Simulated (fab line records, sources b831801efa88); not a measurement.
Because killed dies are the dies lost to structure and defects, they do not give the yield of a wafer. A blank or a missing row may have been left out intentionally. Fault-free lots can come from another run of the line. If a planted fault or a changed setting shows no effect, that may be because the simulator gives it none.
fab line records ; flow gf180mcu ; part 2 of 2: steps 32 to 40 of 40
[record] lots = 5; wafers = 15; lastDay = 32
route steps=602 shown M4@461 V4@476
lots that met no fault: from a run of the same line without faults
startH: hours from the record's first day to the start of the lot's first wafer shown ; waitH: time in hours since the lot's previous step ; " the same as in the row above ; L1.1+2: several wafers, shown together as one row ; - either no value or no given start ; * or withheld: withheld ; < > ~ a bound
route shown NAME@n: names a module that has steps shown in the file, with the first one's number in the route ; usual: the fault-free wafers' mean and standard deviation ; same: alike in all rows ; chamber/n: place in a boat ; sites: readings site by site ; _std_site: the values' standard deviation ; _edge_site: mean of outer sites minus mean of inner sites ; radiusMm: for every site, how far away it sits from the centre of the wafer ; mask NAME#n: copy n ; behind: the last tool/chamber to shape the wafer ; hold: why the lot went on hold/how many hours it stayed there/how the hold came to an end ; device: the transistor (n, p or np) that didn't switch ; end of line: at the end of the route, the tests of the same wafers ; a step without rows: its recipe alone ; killed: not the wafer's yield, but the dies lost to structure and defects at the first sort ; map: a wafer's dies, x killed, . not, _ none there
set.NAME: the setting the step ran with; set.NAME@STEP: the setting that earlier step ran with ; model.NAME: the simulator's own value behind a step, which no gauge read
a table for each step, a row for each wafer; lots at some steps of the route
services: the hour from which a tool's chamber was out of use, counted from the record's first day as startH (under 0 if before that day), plus the number of hours and why
[[steps]]
[step GF_V4_ETCH_16]
[recipe] chemistry = N2/H2; targetDepthA = withheld; overetchA = withheld; timeS = withheld; target = BARC; ionEnergyEv = 200; sourceW = 500; biasW = 100; pressureMtorr = 30; n2FlowSccm = 100; h2FlowSccm = 200
[usual] biasW = 99.96/0.3; drypumpMotorCurrentA = 5.6/0.35; oesProductAu = 0.856/0.0047; throttleValvePct = 13.225/0.0089
lot.wafer;tool;chamber;startH;waitH;biasW;drypumpMotorCurrentA;oesProductAu;throttleValvePct
L074.2;rieDiel-01;3;563.55;0.0;99.80;5.7;0.855;13.219
L074.3;rieDiel-01;1;563.55;0.0;99.79;5.3;0.847;13.227
L074.4;rieDiel-01;3;563.55;0.0;100.40;5.7;0.851;13.219
L079.2;rieDiel-03;0;609.97;0.0;99.96;6.1;0.853;13.226
L079.3;rieDiel-03;3;609.97;0.0;99.65;5.6;0.856;13.224
L079.4;rieDiel-03;1;609.97;0.0;100.31;5.6;0.853;13.220
L087.3;rieDiel-01;3;665.50;0.0;100.15;5.7;0.862;13.218
L087.4;rieDiel-01;0;665.50;0.0;100.07;5.6;0.849;13.232
L087.5;rieDiel-01;3;665.50;0.0;99.73;5.7;0.854;13.233
L088.3;rieDiel-02;1;674.44;0.0;99.84;5.9;0.864;13.217
L088.5;rieDiel-02;3;674.44;0.0;99.91;4.9;0.858;13.230
L088.6;rieDiel-02;0;674.44;0.0;100.47;5.8;0.856;13.231
L089.1;rieDiel-01;3;682.39;0.0;100.18;5.7;0.860;13.220
L089.5;rieDiel-01;2;682.39;0.0;100.05;6.0;0.865;13.217
L089.6;rieDiel-01;3;682.39;0.0;99.47;5.7;0.855;13.209
[step GF_V4_ETCH_17]
[recipe] chemistry = C4F8/O2/Ar; maskMaterial = KrF; target = SiO2; stopOn = TiN; sourceW = 1500; biasW = 1200; pressureMtorr = 40; c4f8FlowSccm = withheld; O2_flow_sccm = 6; Ar_flow_sccm = 300; timeS = withheld; targetDepthA = 6300
[usual] biasW = 1200/3.5; oesProductAu = 0.856/0.0042
lot.wafer;tool;chamber;startH;waitH;biasW;oesProductAu
L074.2;rieDiel-01;3;-;-;1200;0.859
L074.3;rieDiel-01;1;-;-;1198;0.855
L074.4;rieDiel-01;3;-;-;1205;0.859
L079.2;rieDiel-03;0;-;-;1205;0.858
L079.3;rieDiel-03;3;-;-;1200;0.855
L079.4;rieDiel-03;1;-;-;1198;0.855
L087.3;rieDiel-01;3;-;-;1198;0.857
L087.4;rieDiel-01;0;-;-;1199;0.860
L087.5;rieDiel-01;3;-;-;1203;0.854
L088.3;rieDiel-02;1;-;-;1201;0.850
L088.5;rieDiel-02;3;-;-;1199;0.853
L088.6;rieDiel-02;0;-;-;1202;0.855
L089.1;rieDiel-01;3;-;-;1194;0.854
L089.5;rieDiel-01;2;-;-;1197;0.852
L089.6;rieDiel-01;3;-;-;1200;0.851
[step GF_V4_STRIP_18]
[recipe] chemistry = O2/N2; powerW = 1400; pressureMtorr = 1500; platenTempC = 250; o2FlowSccm = 3000; n2FlowSccm = 300; overashFraction = 0.5
[usual] drypumpMotorCurrentA = 5.8/0.41; heaterPowerW = 318/41; oesProductAu = 0.600/0.0046
lot.wafer;tool;chamber;startH;waitH;drypumpMotorCurrentA;heaterPowerW;oesProductAu;rfHoursCounterH
L074.2;plasmaAsher-04;1;563.74;-;5.0;335;0.602;14
L074.3;plasmaAsher-04;1;563.74;-;5.0;336;0.599;-
L074.4;plasmaAsher-04;0;563.74;-;6.3;325;0.603;-
L079.2;plasmaAsher-03;0;610.10;-;5.8;261;0.603;100
L079.3;plasmaAsher-03;1;610.10;-;6.1;323;0.603;-
L079.4;plasmaAsher-03;0;610.10;-;5.7;260;0.609;-
L087.3;plasmaAsher-03;1;665.66;-;6.1;322;0.606;-
L087.4;plasmaAsher-03;0;665.66;-;5.7;260;0.601;-
L087.5;plasmaAsher-03;0;665.66;-;5.7;255;0.602;-
L088.3;plasmaAsher-01;0;674.60;-;5.9;409;0.601;-
L088.5;plasmaAsher-01;1;674.60;-;5.9;311;0.607;-
L088.6;plasmaAsher-01;0;674.60;-;5.9;419;0.607;-
L089.1;plasmaAsher-03;0;682.52;-;5.7;253;0.604;107
L089.5;plasmaAsher-03;1;682.52;-;6.1;329;0.596;-
L089.6;plasmaAsher-03;0;682.52;-;5.8;263;0.603;-
[step GF_V4_STRIP_19]
[recipe] chemistry = postEtchResidueRemover; timeS = 1200; tempC = 72.5
lot.wafer;tool;chamber;startH;waitH
L074.2+3+4;wetBench-03;1;563.84;0.1
L079.2+3+4;wetBench-03;2;610.20;0.1
L087.3+4+5;wetBench-02;1;665.73;0.0
L088.3+5+6;wetBench-02;0;674.67;0.0
L089.1+5+6;wetBench-01;1;682.62;0.1
[step GF_V4_CLEAN_20]
[recipe] chemistry = DIW; dry = n2Spin
lot.wafer;tool;chamber;startH;waitH
L074.2+3+4;wetBench-01;2;564.19;0.0
L079.2+3+4;wetBench-02;2;610.54;0.0
L087.3+4+5;wetBench-03;0;666.07;0.0
L088.3+5+6;wetBench-03;2;675.01;0.0
L089.1+5+6;wetBench-02;2;682.96;0.0
[step GF_V4_SPUTTER_21]
[recipe] material = Ti; targetThkNm = 15; chamberPressurePa = 5; powerW = 2500; substrateTempC = 200; timeS = 80.02
[usual] throttleValvePct = 30.2/1.1
lot.wafer;tool;chamber;startH;waitH;throttleValvePct
L074.2;pvdSputter-01;-;564.28;0.0;28.3
L074.3;pvdSputter-01;-;564.28;0.0;30.1
L074.4;pvdSputter-01;-;564.28;0.0;29.1
L079.2;pvdSputter-02;-;610.64;0.0;30.0
L079.3;pvdSputter-02;-;610.64;0.0;32.0
L079.4;pvdSputter-02;-;610.64;0.0;31.3
L087.3;pvdSputter-02;-;666.16;0.0;31.5
L087.4;pvdSputter-02;-;666.16;0.0;30.1
L087.5;pvdSputter-02;-;666.16;0.0;31.3
L088.3;pvdSputter-03;-;675.10;0.0;28.7
L088.5;pvdSputter-03;-;675.10;0.0;28.8
L088.6;pvdSputter-03;-;675.10;0.0;30.6
L089.1;pvdSputter-01;-;683.05;0.0;28.1
L089.5;pvdSputter-01;-;683.05;0.0;31.1
L089.6;pvdSputter-01;-;683.05;0.0;27.9
[step GF_V4_SPUTTER_22]
[recipe] material = TiN; targetThkNm = 10; chamberPressurePa = 5; powerW = 4000; timeS = 40
[usual] throttleValvePct = 30.3/1.1
lot.wafer;tool;chamber;startH;waitH;throttleValvePct
L074.2;pvdSputter-01;-;564.34;0.0;28.3
L074.3;pvdSputter-01;-;564.34;0.0;29.9
L074.4;pvdSputter-01;-;564.34;0.0;29.0
L079.2;pvdSputter-02;-;610.70;0.0;30.1
L079.3;pvdSputter-02;-;610.70;0.0;32.0
L079.4;pvdSputter-02;-;610.70;0.0;31.5
L087.3;pvdSputter-02;-;666.22;0.0;31.5
L087.4;pvdSputter-02;-;666.22;0.0;30.1
L087.5;pvdSputter-02;-;666.22;0.0;31.5
L088.3;pvdSputter-03;-;675.16;0.0;29.1
L088.5;pvdSputter-03;-;675.16;0.0;28.6
L088.6;pvdSputter-03;-;675.16;0.0;30.8
L089.1;pvdSputter-01;-;683.11;0.0;28.2
L089.5;pvdSputter-01;-;683.11;0.0;30.8
L089.6;pvdSputter-01;-;683.11;0.0;28.3
[step GF_V4_CVD_23]
[recipe] material = W; targetThkNm = 350; timeS = 104.9; tempC = 400; pressureTorr = 40
[usual] heaterPowerW = 827/79
lot.wafer;tool;chamber;startH;waitH;heaterPowerW
L074.2;cvdW-01;0;564.38;0.0;828
L074.3;cvdW-01;1;564.38;0.0;796
L074.4;cvdW-01;0;564.38;0.0;823
L079.2;cvdW-02;0;610.74;0.0;946
L079.3;cvdW-02;1;610.74;0.0;748
L079.4;cvdW-02;0;610.74;0.0;979
L087.3;cvdW-01;0;666.30;0.1;829
L087.4;cvdW-01;1;666.30;0.1;812
L087.5;cvdW-01;1;666.30;0.1;813
L088.3;cvdW-01;1;675.24;0.1;829
L088.5;cvdW-01;0;675.24;0.1;808
L088.6;cvdW-01;1;675.24;0.1;808
L089.1;cvdW-01;0;683.15;0.0;820
L089.5;cvdW-01;0;683.15;0.0;828
L089.6;cvdW-01;1;683.15;0.0;824
[step GF_V4_RS_MEAS_24]
[recipe] thkMeasGauge = four-point-probe; reads = W_of_V4_CVD_23+TiN_of_V4_SPUTTER_22+Ti_of_V4_SPUTTER_21
[usual] V4_W_RS = 0.328/0.0034
lot.wafer;tool;chamber;startH;waitH;V4_W_RS[ohm/sq]
L074.2;filmMetro-02;-;564.51;0.1;0.333
L074.3;filmMetro-02;-;564.51;0.1;0.332
L074.4;filmMetro-02;-;564.51;0.1;0.332
L079.2;filmMetro-01;-;610.88;0.1;0.323
L079.3;filmMetro-01;-;610.88;0.1;0.321
L079.4;filmMetro-01;-;610.88;0.1;0.321
L087.3;filmMetro-01;-;666.41;0.1;0.333
L087.4;filmMetro-01;-;666.41;0.1;0.330
L087.5;filmMetro-01;-;666.41;0.1;0.328
L088.3;filmMetro-02;-;675.35;0.1;0.329
L088.5;filmMetro-02;-;675.35;0.1;0.328
L088.6;filmMetro-02;-;675.35;0.1;0.332
L089.1;filmMetro-01;-;683.26;0.1;0.331
L089.5;filmMetro-01;-;683.26;0.1;0.329
L089.6;filmMetro-01;-;683.26;0.1;0.334
[[services]]
tool;chamber;startH;hours;kind
cvdW-01;0;514.63;21.0;repair
hdpcvd-02;1;517.48;5.1;repair
krfScanner-02;-;522.13;0.5;repair
krfScanner-01;-;537.55;1.3;pm
krfScanner-02;-;556.78;3.6;pm
rieDiel-01;0;561.56;8.8;repair
rieDiel-01;2;563.05;5.8;repair
wetBench-02;-;572.46;12.5;repair
pvdSputter-02;-;579.16;1.7;repair
cvdW-01;-;579.53;0.4;repair
krfScanner-01;-;588.49;1.0;pm
krfScanner-01;-;591.09;0.4;repair
krfScanner-02;-;594.38;1.0;pm
krfScanner-01;-;595.65;1.7;repair
rieDiel-01;0;601.56;4.1;repair
rieDiel-01;2;604.35;9.4;repair
cvdW-01;-;615.00;2.8;pm
krfScanner-01;-;617.44;0.8;pm
hdpcvd-02;2;620.34;17.2;repair
wetBench-01;-;633.55;1.4;repair
krfScanner-01;-;643.26;4.4;pm
wetBench-02;-;644.08;1.2;repair
krfScanner-02;-;647.75;4.4;pm
hdpcvd-02;-;665.53;2.8;pm
